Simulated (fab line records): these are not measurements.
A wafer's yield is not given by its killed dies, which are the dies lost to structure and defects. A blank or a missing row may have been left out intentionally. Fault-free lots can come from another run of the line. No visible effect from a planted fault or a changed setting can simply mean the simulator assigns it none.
fab line records	flow gf180mcu
record: lots: 15	wafers: 45	last-day: 34
route steps=602 shown NSD@245 SAB@265 M1@319
lots untouched by any fault: they come from a run of this same line in which no faults occurred
start-h: start of the lot's first displayed wafer, in hours after the record's first day	wait-h: time in hours since the lot's previous step	" as in the row above	L1.1+2: a single row standing in for several wafers	- no value, or no start was given	* or withheld: withheld	< > ~ a bound
route shown NAME@n: NAME is a module with steps in the file, n the number in the route of the first one	usual: mean and standard deviation over wafers with no fault	same: alike in all rows	chamber/n: place in a boat	sites: the reading at each site	_std_site: standard deviation of those values	_edge_site: mean of outer sites minus mean of inner sites	radius-mm: how far each site lies from the wafer's centre	mask NAME#n: copy n	behind: the last tool/chamber to shape the wafer	hold: what put the lot on hold/how long, in hours/how the hold closed	device: which transistor (n, p or np) failed to switch	end of line: at the end of the route, the tests of the same wafers	for a step that has no rows: nothing shown but its recipe	killed: at the first sort, the dies lost to defects and structure; wafer yield is something else	map: dies across one wafer; x = killed, . = not, _ = none there
set.NAME: the setting as run; set.NAME@STEP: as run at that earlier step	model.NAME: the simulator's own value behind a step, which no gauge read
the route's steps for a sample of lots (tables are steps, rows are wafers)
services: a tool's chamber out of use, with start hour (start-h, from the record's first day; less than 0 if before it), hours out, and reason
== steps ==
step: GF_NSD_IMPLANT_10
recipe: species: P	energy-kev: 40	dose-cm2: 5e+14	tilt-deg: 7
usual: beam-energy-keV: 40.001/0.012	beam-on-s: 9.96/0.18	end-station-pressure-torr: 7.3e-06/3.9e-07	tilt-deg: 7.000/0.019
lot.wafer	tool	chamber	start-h	wait-h	beam-energy-keV	beam-on-s	end-station-pressure-torr	tilt-deg
L503.1	implanter-03	0	320.86	0.1	40.016	10.04	7.4e-06	6.978
L503.2	"	0	"	"	40.000	10.15	8e-06	6.989
L503.6	"	0	"	"	39.999	10.28	7.9e-06	7.010
L504.4	implanter-02	0	331.35	0.1	40.012	9.96	6.3e-06	7.002
L504.5	"	0	"	"	40.010	9.91	7.6e-06	7.023
L504.6	"	0	"	"	39.984	9.79	7.7e-06	6.961
L505.2	implanter-02	0	346.23	0.1	39.996	9.94	7.6e-06	6.994
L505.5	"	0	"	"	40.008	10.10	7.4e-06	7.032
L505.6	"	0	"	"	40.021	10.36	7.3e-06	6.994
L506.3	implanter-02	0	356.25	0.1	40.015	9.88	8.1e-06	7.024
L506.4	"	0	"	"	39.999	9.69	7.5e-06	7.041
L506.6	"	0	"	"	40.019	10.01	7.1e-06	7.022
L508.1	implanter-03	0	364.90	0.1	40.009	9.89	7.5e-06	7.004
L508.3	"	0	"	"	40.001	10.00	7.4e-06	6.992
L508.4	"	0	"	"	40.017	9.84	6.7e-06	6.997
L509.3	implanter-02	0	377.10	0.1	39.999	10.02	7.7e-06	6.989
L509.4	"	0	"	"	40.002	9.62	7.6e-06	7.012
L509.5	"	0	"	"	39.989	9.95	7e-06	7.027
L510.3	implanter-03	0	383.01	0.1	39.996	9.82	7.7e-06	6.995
L510.4	"	0	"	"	40.006	9.64	7.6e-06	7.022
L510.6	"	0	"	"	40.014	9.53	8e-06	7.009
L511.1	implanter-03	0	386.41	0.1	40.000	10.14	7.3e-06	7.005
L511.5	"	0	"	"	40.026	10.19	7.2e-06	7.001
L511.6	"	0	"	"	39.999	9.64	7.7e-06	6.999
L512.1	implanter-04	0	402.25	0.1	40.010	9.90	6.5e-06	6.992
L512.4	"	0	"	"	39.988	9.97	7.4e-06	7.005
L512.6	"	0	"	"	39.990	10.02	7.6e-06	6.997
L514.2	implanter-04	0	413.43	0.1	39.993	9.90	7.3e-06	7.000
L514.4	"	0	"	"	40.005	9.74	7.1e-06	6.970
L514.6	"	0	"	"	39.992	9.85	7.5e-06	6.997
L517.2	implanter-02	0	434.87	0.1	39.991	9.70	7e-06	6.988
L517.3	"	0	"	"	40.012	9.65	7.3e-06	6.971
L517.6	"	0	"	"	40.005	9.86	7.6e-06	6.995
L520.4	implanter-03	-	464.92	0.1	-	-	-	-
L520.5	"	-	"	"	-	-	-	-
L520.6	"	-	"	"	-	-	-	-
L521.1	implanter-04	-	468.06	0.1	-	-	-	-
L521.3	"	-	"	"	-	-	-	-
L521.4	"	-	"	"	-	-	-	-
L522.1	implanter-02	-	471.25	0.1	-	-	-	-
L522.3	"	-	"	"	-	-	-	-
L522.6	"	-	"	"	-	-	-	-
L523.3	implanter-04	0	487.48	2.5	39.958	10.26	7.4e-06	7.002
L523.4	"	0	"	"	39.966	10.03	7e-06	7.016
L523.5	"	0	"	"	39.965	9.89	7.4e-06	7.015
step: GF_NSD_STRIP_11
recipe: chemistry: O2/N2	power-w: 1400	pressure-mtorr: 1500	platen-temp-c: 250	o2-flow-sccm: 3000	n2-flow-sccm: 300	overash-fraction: 0.5
usual: drypump-motor-current-A: 5.9/0.48	heater-power-w: 373/29	n2-flow-sccm: 300.1/0.93	oes-product-au: 0.486/0.0047	strip-time-to-endpoint-s: 22.96/0.034
lot.wafer	tool	chamber	start-h	wait-h	drypump-motor-current-A	heater-power-w	n2-flow-sccm	oes-product-au	rf-hours-counter-h	strip-time-to-endpoint-s
L503.1	plasma-asher-04	1	321.01	0.1	5.6	412	301.2	0.481	51	22.90
L503.2	"	0	"	"	5.6	390	300.6	0.485	51	22.89
L503.6	"	1	"	"	5.6	427	301.3	0.482	-	22.92
L504.4	plasma-asher-03	0	331.46	0.1	6.2	371	300.7	0.477	-	22.98
L504.5	"	0	"	"	6.2	383	301.7	0.495	-	22.97
L504.6	"	1	"	"	5.3	371	298.8	0.486	-	22.99
L505.2	plasma-asher-02	1	346.36	0.1	5.7	330	301.6	0.486	22	22.95
L505.5	"	0	"	"	6.8	334	299.6	0.487	-	23.00
L505.6	"	1	"	"	5.7	341	299.1	0.488	-	22.98
L506.3	plasma-asher-03	0	356.39	0.1	6.3	373	299.6	0.492	-	22.97
L506.4	"	1	"	"	5.3	374	300.2	0.488	-	22.95
L506.6	"	1	"	"	5.4	370	300.0	0.486	-	22.96
L508.1	plasma-asher-04	0	365.05	0.1	5.7	398	300.1	0.487	56	22.93
L508.3	"	0	"	"	5.7	399	300.4	0.487	-	22.94
L508.4	"	1	"	"	5.6	414	300.0	0.480	-	22.94
L509.3	plasma-asher-02	1	377.23	0.1	5.7	334	300.1	0.492	-	23.00
L509.4	"	0	"	"	6.8	335	301.8	0.488	-	23.00
L509.5	"	0	"	"	6.8	331	300.6	0.488	-	22.93
L510.3	plasma-asher-02	1	383.14	0.1	5.7	338	300.8	0.494	-	22.99
L510.4	"	0	"	"	6.8	342	300.4	0.485	-	22.96
L510.6	"	0	"	"	6.8	337	301.3	0.489	-	22.99
L511.1	plasma-asher-02	0	386.56	0.1	6.8	341	300.2	0.484	26	22.97
L511.5	"	1	"	"	5.6	346	300.7	0.493	-	22.98
L511.6	"	0	"	"	6.8	344	301.0	0.485	-	23.00
L512.1	plasma-asher-03	1	402.40	0.1	5.4	376	300.0	0.493	82	22.95
L512.4	"	0	"	"	6.2	390	299.5	0.487	-	22.95
L512.6	"	1	"	"	5.4	374	299.0	0.489	-	22.94
L514.2	plasma-asher-03	1	413.55	0.1	5.4	360	300.2	0.486	82	22.92
L514.4	"	0	"	"	6.2	375	299.5	0.483	-	22.90
L514.6	"	0	"	"	6.2	383	299.0	0.484	-	22.93
L517.2	plasma-asher-03	0	435.00	0.1	6.2	379	300.3	0.489	1	22.90
L517.3	"	1	"	"	5.3	368	300.3	0.491	-	22.90
L517.6	"	0	"	"	6.2	387	300.4	0.491	-	22.93
L520.4	plasma-asher-03	1	465.03	0.1	5.4	357	300.4	0.489	-	22.47
L520.5	"	1	"	"	5.4	357	299.5	0.492	-	22.47
L520.6	"	0	"	"	6.3	374	301.3	0.492	-	22.44
L521.1	plasma-asher-04	0	468.21	0.1	5.7	389	301.9	0.490	67	22.46
L521.3	"	0	"	"	5.7	396	300.3	0.484	-	22.43
L521.4	"	1	"	"	5.6	428	300.2	0.492	-	22.37
L522.1	plasma-asher-03	1	471.40	0.1	5.3	357	299.9	0.497	5	22.39
L522.3	"	1	"	"	5.3	357	299.8	0.488	-	22.42
L522.6	"	0	"	"	6.2	380	302.1	0.492	-	22.38
L523.3	plasma-asher-03	1	487.62	0.1	5.4	350	299.3	0.485	-	22.98
L523.4	"	0	"	"	6.2	387	298.3	0.491	-	23.00
L523.5	"	0	"	"	6.2	396	300.7	0.477	-	22.98
step: GF_PSD_RS_MEAS_14
recipe: thk-meas-gauge: four-point-probe
usual: NSD_RS: 46.15/0.081
lot.wafer	tool	chamber	start-h	wait-h	NSD_RS[ohm/sq]
L503.1	film-metro-03	-	342.54	0.1	46.09
L503.2	"	-	"	"	46.17
L503.6	"	-	"	"	46.05
L504.4	film-metro-03	-	353.38	0.1	46.13
L504.5	"	-	"	"	46.04
L504.6	"	-	"	"	46.19
L505.2	film-metro-01	-	369.35	0.1	46.15
L505.5	"	-	"	"	46.10
L505.6	"	-	"	"	46.06
L506.3	film-metro-02	-	379.07	0.1	46.11
L506.4	"	-	"	"	46.13
L506.6	"	-	"	"	46.00
L508.1	film-metro-01	-	387.01	0.1	46.08
L508.3	"	-	"	"	46.14
L508.4	"	-	"	"	46.09
L509.3	film-metro-02	-	398.39	0.1	46.24
L509.4	"	-	"	"	46.27
L509.5	"	-	"	"	46.15
L510.3	film-metro-03	-	404.74	0.1	46.11
L510.4	"	-	"	"	46.08
L510.6	"	-	"	"	46.11
L511.1	film-metro-03	-	408.80	0.1	46.24
L511.5	"	-	"	"	46.13
L511.6	"	-	"	"	46.20
L512.1	film-metro-01	-	426.40	0.1	46.10
L512.4	"	-	"	"	45.99
L512.6	"	-	"	"	46.03
L514.2	film-metro-01	-	438.15	0.1	46.21
L514.4	"	-	"	"	46.06
L514.6	"	-	"	"	46.24
L517.2	film-metro-03	-	459.42	0.1	46.29
L517.3	"	-	"	"	46.29
L517.6	"	-	"	"	46.22
L520.4	film-metro-02	-	489.89	0.1	53.11
L520.5	"	-	"	"	53.07
L520.6	"	-	"	"	53.13
L521.1	film-metro-01	-	493.08	0.1	53.07
L521.3	"	-	"	"	53.02
L521.4	"	-	"	"	53.10
L522.1	film-metro-02	-	496.25	0.1	53.15
L522.3	"	-	"	"	53.07
L522.6	"	-	"	"	53.11
L523.3	film-metro-02	-	511.82	0.1	46.23
L523.4	"	-	"	"	46.39
L523.5	"	-	"	"	46.32
step: GF_SAB_THK_MEAS_01
recipe: reads: SiO2_of_SAB_CVD_00
usual: SAB_CVD_00_THK: 50.0/0.79
lot.wafer	tool	chamber	start-h	wait-h	SAB_CVD_00_THK[nm]
L503.1	film-metro-02	-	342.80	0.0	49.4
L503.2	"	-	"	"	49.1
L503.6	"	-	"	"	50.4
L504.4	film-metro-04	-	353.61	0.0	50.0
L504.5	"	-	"	"	49.9
L504.6	"	-	"	"	49.7
L505.2	film-metro-02	-	369.60	0.0	48.4
L505.5	"	-	"	"	50.8
L505.6	"	-	"	"	49.1
L506.3	film-metro-04	-	379.31	0.0	49.9
L506.4	"	-	"	"	50.5
L506.6	"	-	"	"	50.1
L508.1	film-metro-02	-	387.27	0.0	50.5
L508.3	"	-	"	"	49.2
L508.4	"	-	"	"	50.6
L509.3	film-metro-04	-	398.63	0.0	50.0
L509.4	"	-	"	"	50.2
L509.5	"	-	"	"	50.1
L510.3	film-metro-04	-	404.98	0.0	49.2
L510.4	"	-	"	"	49.9
L510.6	"	-	"	"	49.9
L511.1	film-metro-02	-	409.06	0.0	50.3
L511.5	"	-	"	"	51.2
L511.6	"	-	"	"	51.2
L512.1	film-metro-04	-	426.66	0.0	49.7
L512.4	"	-	"	"	50.9
L512.6	"	-	"	"	49.2
L514.2	film-metro-02	-	438.40	0.0	49.9
L514.4	"	-	"	"	51.5
L514.6	"	-	"	"	50.7
L517.2	film-metro-02	-	459.67	0.0	49.2
L517.3	"	-	"	"	50.7
L517.6	"	-	"	"	51.2
L523.3	film-metro-04	-	512.07	0.0	49.3
L523.4	"	-	"	"	50.1
L523.5	"	-	"	"	50.6
step: GF_M1_SPUTTER_04
recipe: material: TiN	target-thk-nm: 50	power-w: 6500	time-s: 41.7	chamber-pressure-pa: 0.4
usual: throttle-valve-pct: 30.4/0.82
lot.wafer	tool	chamber	start-h	wait-h	throttle-valve-pct
L503.1	pvd-sputter-02	-	389.40	0.0	31.2
L503.2	"	-	"	"	30.1
L503.6	"	-	"	"	31.0
L504.4	pvd-sputter-01	-	405.03	0.0	31.1
L504.5	"	-	"	"	29.6
L504.6	"	-	"	"	31.6
L505.2	pvd-sputter-03	-	416.04	0.0	30.3
L505.5	"	-	"	"	28.5
L505.6	"	-	"	"	30.0
L506.3	pvd-sputter-03	-	426.22	0.0	28.6
L506.4	"	-	"	"	29.4
L506.6	"	-	"	"	29.9
L508.1	pvd-sputter-01	-	435.78	0.0	30.2
L508.3	"	-	"	"	31.3
L508.4	"	-	"	"	31.7
L509.3	pvd-sputter-02	-	447.67	0.0	31.1
L509.4	"	-	"	"	31.0
L509.5	"	-	"	"	31.0
L510.3	pvd-sputter-01	-	454.97	0.0	31.6
L510.4	"	-	"	"	31.4
L510.6	"	-	"	"	31.1
L511.1	pvd-sputter-01	-	459.31	0.0	31.7
L511.5	"	-	"	"	31.8
L511.6	"	-	"	"	30.1
L512.1	pvd-sputter-01	-	477.28	0.0	30.0
L512.4	"	-	"	"	31.7
L512.6	"	-	"	"	31.3
L514.2	pvd-sputter-02	-	489.28	0.0	31.1
L514.4	"	-	"	"	30.4
L514.6	"	-	"	"	30.7
L517.2	pvd-sputter-02	-	511.59	0.0	31.2
L517.3	"	-	"	"	30.9
L517.6	"	-	"	"	30.8
L523.3	pvd-sputter-02	-	560.38	0.0	30.1
L523.4	"	-	"	"	30.7
L523.5	"	-	"	"	31.0
step: GF_M1_CD_MEAS_14
recipe: target-cd-nm: 230
usual: cd-nm: 230.3/1.5
lot.wafer	tool	chamber	start-h	wait-h	cd-nm
L503.1	cd-sem-02	-	412.50	0.1	230.6
L503.2	"	-	"	"	230.6
L503.6	"	-	"	"	231.6
L504.4	cd-sem-01	-	428.46	0.1	231.9
L504.5	"	-	"	"	230.5
L504.6	"	-	"	"	230.8
L505.2	cd-sem-01	-	439.52	0.1	228.8
L505.5	"	-	"	"	229.8
L505.6	"	-	"	"	229.5
L506.3	cd-sem-01	-	450.08	0.1	228.7
L506.4	"	-	"	"	228.1
L506.6	"	-	"	"	228.5
L508.1	cd-sem-02	-	460.45	0.1	232.8
L508.3	"	-	"	"	232.6
L508.4	"	-	"	"	231.7
L509.3	cd-sem-02	-	471.93	0.1	230.2
L509.4	"	-	"	"	230.2
L509.5	"	-	"	"	229.9
L510.3	cd-sem-02	-	479.29	0.1	230.4
L510.4	"	-	"	"	231.0
L510.6	"	-	"	"	230.2
L511.1	cd-sem-02	-	484.20	0.1	230.4
L511.5	"	-	"	"	229.9
L511.6	"	-	"	"	230.5
L512.1	cd-sem-02	-	501.30	0.1	229.0
L512.4	"	-	"	"	229.4
L512.6	"	-	"	"	229.6
L514.2	cd-sem-02	-	513.01	0.1	232.2
L514.4	"	-	"	"	231.3
L514.6	"	-	"	"	230.9
L517.2	cd-sem-02	-	534.92	0.1	230.9
L517.3	"	-	"	"	230.7
L517.6	"	-	"	"	229.3
L523.3	cd-sem-01	-	581.89	0.1	231.7
L523.4	"	-	"	"	230.3
L523.5	"	-	"	"	231.1
== services ==
tool	chamber	start-h	hours	kind
pvd-sputter-01	-	317.05	1.9	repair
implanter-02	-	321.04	1.6	repair
implanter-02	-	332.19	1.8	repair
plasma-asher-04	-	342.24	1.0	repair
plasma-asher-04	-	365.88	2.8	pm
pvd-sputter-02	-	366.58	7.7	repair
implanter-04	-	375.00	3.5	pm
pvd-sputter-02	-	381.82	1.4	repair
plasma-asher-03	-	403.45	6.3	repair
plasma-asher-03	-	403.84	0.4	repair
pvd-sputter-02	-	408.34	1.0	repair
plasma-asher-03	-	421.25	9.0	pm
plasma-asher-03	0	421.25	9.0	vent-cycle
plasma-asher-02	-	444.09	0.9	repair
pvd-sputter-02	-	460.69	2.8	repair
pvd-sputter-02	-	481.09	1.0	repair
implanter-03	-	500.37	3.5	repair
pvd-sputter-03	-	500.86	0.6	repair
implanter-02	-	512.91	2.6	pm
plasma-asher-04	-	523.81	1.6	repair
implanter-04	-	525.94	1.0	repair
pvd-sputter-03	-	532.68	7.4	repair
plasma-asher-02	-	533.53	1.3	repair
implanter-03	-	535.23	1.3	repair
== key ==
first-sign: step: GF_NSD_IMPLANT_10	reading: tool-record	direction: missing
effect: step: GF_NSD_STRIP_11	reading: strip-time-to-endpoint-s	direction: down	sigmas: 16	usual: *	struck: *
effect: step: GF_PSD_RS_MEAS_14	reading: NSD_RS	direction: up	sigmas: 86	usual: 46.15	struck: 53.09
met-at GF_NSD_IMPLANT_10
struck-lots L520,L521,L522
later-rows-left-out L520.4,L520.5,L520.6,L521.1,L521.3,L521.4,L522.1,L522.3,L522.6
sort-left-out L520.4,L520.5,L520.6,L521.1,L521.3,L521.4,L522.1,L522.3,L522.6
tester-left-out L520,L521,L522
not-acting-at GF_SAB_THK_MEAS_01,GF_M1_SPUTTER_04,GF_M1_CD_MEAS_14
onset-between 434.87 464.92
fault: kind: skipped-step-whole	tool: implanter-02,implanter-03,implanter-04	chamber: -	onset-h: 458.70	steps: GF_NSD_IMPLANT_10	scope: struck-lots-only
tester-left-out: of these lots the tester's yield and bins aren't shown, on N5 and GAA mostly nor the transistor test; their killed dies are dies lost to structure and defects alone, not to doping, threshold or leakage, so they don't give the yield
sort-left-out: the simulated sort isn't trusted on such a fault, so these wafers' sort isn't shown, and their yield isn't known
later-rows-left-out: the simulator's readings of these wafers behind a module that went badly wrong aren't trusted and aren't shown, but for the sort
